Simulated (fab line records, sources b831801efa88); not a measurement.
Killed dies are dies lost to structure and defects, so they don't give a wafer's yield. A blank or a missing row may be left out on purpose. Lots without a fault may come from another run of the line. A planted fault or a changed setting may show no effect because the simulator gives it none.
Problem report in the 8D (eight disciplines) form, filled by code | flow sfq_line | the parts of the form that need people (team, actions taken, sign-off) are left out

1. THE PROBLEM
spin_speed_rpm at SFQ_TRILAYER_M3_LITHO_COAT_075 reads a mean of 2943.2 rpm on 6 wafers of 2 lots; wafers without a fault read 3000.1 rpm with a standard deviation of 2.2. That is -26 standard deviations from the usual mean.
The step: resist thk 600 nm.
First seen on wafer L445.1, day 37 02:29, on litho_track-02. The record holds 18 wafers of 6 lots with a number at this step. Rule for "out", or "out of limits": more than 4 standard deviations from the usual mean. The other wafers with a number count as sound.

2. WHAT IT IS AND WHAT IT IS NOT
question                    | is                     | is not
which readings at this step | spin_speed_rpm         | -
which lots                  | L445, L447             | L434, L442, L451, L453
which wafers of those lots  | all that have a number | -
read on which tools         | litho_track-02         | litho_track-01, litho_track-04
when                        | from day 37 02:29      | up to then (6 sound wafers); but 6 sound wafers of L451, L453 came after

3. SUSPECTS, AND WHAT RULES EACH OUT
Counting: a tool at a process step up to the reading stays a suspect if it ran every lot that is out and no sound lot after the first of them.
- pvd_sputter-05 at SFQ_TRILAYER_M3_DEP_SPUTTER_073 (material Nb, target thk 200 nm, time 133.3 s): ruled out as a lasting fault. Sound lots L451 ran on it after its first lot that is out, L445 (day 37 01:55).
- litho_track-02 at SFQ_TRILAYER_M3_LITHO_COAT_075 (resist thk 600 nm): kept. It ran every lot that is out, first L445 (day 37 02:29), and no sound lot after that; its last sound lot up to then is L434 (day 22 14:44). Its own readings are out on those wafers: spin_speed_rpm.
Left after counting: litho_track-02 at SFQ_TRILAYER_M3_LITHO_COAT_075.

4. THE CAUSE (what the simulator had put in)
Process parameter drift: litho_track-02, from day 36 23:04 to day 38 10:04, at SFQ_TRILAYER_M3_LITHO_COAT_075. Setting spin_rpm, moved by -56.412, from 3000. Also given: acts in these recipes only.
Counting left only this tool.

5. THE CHAIN OF EFFECTS, in route order
Each row: a reading whose mean over the struck wafers that have a number lies more than 3 standard deviations from the usual. Only readings for which the record gives a usual standard deviation are gone through. hours: the time from each lot's start at the first step in this table that gives one to its start at this step, as a median over the lots. sigmas: the change in usual standard deviations.
hours | step                           | reading        | usual      | on struck wafers | change | sigmas
0     | SFQ_TRILAYER_M3_LITHO_COAT_075 | spin_speed_rpm | 3000.1 rpm | 2943.2           | -56.8  | -26
The process steps in it:
- SFQ_TRILAYER_M3_LITHO_COAT_075: resist thk 600 nm.
Later measuring or inspecting steps at which every struck wafer that the step has a row for has a number for every such reading, and none has moved that far: SFQ_M3_OVL_MEAS_921.

6. WHAT WOULD HAVE CAUGHT IT SOONER
In this record the first reading out of limits was taken at day 37 02:29, 3 hours after the fault began at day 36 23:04.
